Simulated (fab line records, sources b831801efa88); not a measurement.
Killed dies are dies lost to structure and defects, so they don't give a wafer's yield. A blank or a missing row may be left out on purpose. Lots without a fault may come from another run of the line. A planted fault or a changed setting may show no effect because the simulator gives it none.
A struck lot beside a sound one | flow sky130 | 22 steps out of a route of 708
Sound: wafers L869.2, L869.3, L869.6. Struck: wafers L879.1, L879.4, L879.6. The cause comes at the end.
At each step with rows: each side's tool, then ch and its chambers, then its first start. Under that, the readings that differ: sound wafers | struck wafers | difference of the means | sigmas: that difference in standard deviations of wafers without a fault.
alike: readings whose means differ by less than 2 such deviations, and words and numbers that are the same on both sides. not compared: withheld readings, readings that some wafer has no value for, bounds like >300 that may hide the same value, and numbers for which the record gives no deviation and whose values overlap.
The two part at a step that has a row with sigmas, a row that says differs or no value, or rows on one side only. Numbers that don't overlap but have no deviation are shown without sigmas and don't part them. A reading that every wafer of one side lacks parts them only if that side has two wafers or more.

first, 4 steps without rows for these wafers: SKY_NWELL_SOFTBAKE_06; SKY_NWELL_EXPOSE_07 (exposes mask NWM, target cd 840 nm); SKY_NWELL_PEB_08; SKY_NWELL_DEVELOP_09 (develop time 60 s).
SKY_NWELL_OVL_MEAS_10:
  sound on overlay-01, day 4 22:10; struck on overlay-02, day 7 01:46
  alike: NWELL_00_OVL
then, 3 steps without rows for these wafers: SKY_NWELL_IMPLANT_11; SKY_NWELL_IMPLANT_12; SKY_NWELL_IMPLANT_13.
SKY_NWELL_STRIP_14: strips in O2/N2.
  sound on plasma_asher-02 ch 0,1, day 4 22:38; struck on plasma_asher-02 ch 0,1, day 7 02:14
  alike: chamber_pressure_mTorr, drypump_motor_current_A, oes_product_au, strip_time_to_endpoint_s
  not compared: rf_hours_counter_h
SKY_NWELL_TW_MEAS_15:
  sound on film_metro-04, day 4 22:45; struck on film_metro-03, day 7 02:20
  alike: NWELL_TW
then, 2 steps without rows for these wafers: SKY_NWELL_DEHYDRATE_16 (time 60 s); SKY_NWELL_HMDS_17 (prime time 60 s).
SKY_NWELL_COAT_18: resist thk 3000 nm.
  sound on litho_track-02 ch 0, day 5 07:52; struck on litho_track-02 ch 0, day 7 11:59
  reading                                 | sound          | struck         | difference | sigmas
  model.coat_of_NWELL_COAT_18.thk_nm (nm) | 2989 2989 2993 | 1683 1688 1683 | -1306      |
  alike: resist_line_temp_C
then, 3 steps without rows for these wafers: SKY_NWELL_SOFTBAKE_19; SKY_NWELL_EXPOSE_20 (exposes mask NWM COMPLEMENT, target cd 840 nm); SKY_NWELL_PEB_21.
SKY_NWELL_DEVELOP_22: develop time 60 s.
  sound on litho_track-03 ch 0; struck on litho_track-03 ch 0
  reading                                 | sound          | struck         | difference | sigmas
  model.coat_of_NWELL_COAT_18.thk_nm (nm) | 2984 2984 2988 | 1679 1683 1679 | -1305      |
  alike: resist_line_temp_C
SKY_NWELL_OVL_MEAS_23:
  sound on overlay-02, day 5 16:52; struck on overlay-02, day 7 21:58
  alike: NWELL_01_OVL
then, 1 step without rows for these wafers: SKY_NWELL_IMPLANT_24.
SKY_NWELL_STRIP_25: strips in O2/N2.
  sound on plasma_asher-03 ch 0,1, day 5 17:02; struck on plasma_asher-03 ch 0, day 7 22:08
  reading                      | sound             | struck            | difference | sigmas
  strip_time_to_endpoint_s (s) | 36.78 36.77 36.83 | 21.61 21.67 21.61 | -15.16     | -99 or more
  alike: chamber_pressure_mTorr, drypump_motor_current_A, oes_product_au
  not compared: rf_hours_counter_h
SKY_NWELL_TW_MEAS_26:
  sound on film_metro-01, day 5 17:09; struck on film_metro-01, day 7 22:14
  alike: NWELL_2_TW
-- the record jumps here: 41 days lie between the struck wafers' starts before and after (it left off in module NWELL and takes up again in module PAD_OPEN, whose first step shown is number 708 of the route) --
SKY_PAD_OPEN_PROBE_99:
  sound on prober-02, day 46 09:04; struck on prober-02, day 48 14:55
  reading                                 | sound                         | struck                        | difference | sigmas
  model.etest.nfet_16v.r_on_ohm_um        | 1.415e+04 1.428e+04 1.421e+04 | 1.483e+04 1.483e+04 1.479e+04 | +6.033e+02 |
  model.etest.res_iso_pwell.width_nm (nm) | 2631 2646 2644                | 2742 2760 2754                | +112       |
  model.etest.res_nwell.width_nm (nm)     | 840.4 838.1 836.5             | 794.2 791.2 794               | -45.2      |
  model.etest.pfet_16v.drive_ua_um        | 242.5 244.5 244.3             | 256.6 260.6 256.2             | +14.0      |
  alike: killed_at_M0_to_M3, killed_at_M4_up, killed_at_contacts, killed_at_front_end, killed_at_other, killed_dies, killed_open, killed_short

WHERE THEY PART
Only at SKY_NWELL_STRIP_25, within this record. Later steps at which nothing parts them and some readings are alike: SKY_NWELL_TW_MEAS_26, SKY_PAD_OPEN_PROBE_99.

WHY: what the simulator had put in
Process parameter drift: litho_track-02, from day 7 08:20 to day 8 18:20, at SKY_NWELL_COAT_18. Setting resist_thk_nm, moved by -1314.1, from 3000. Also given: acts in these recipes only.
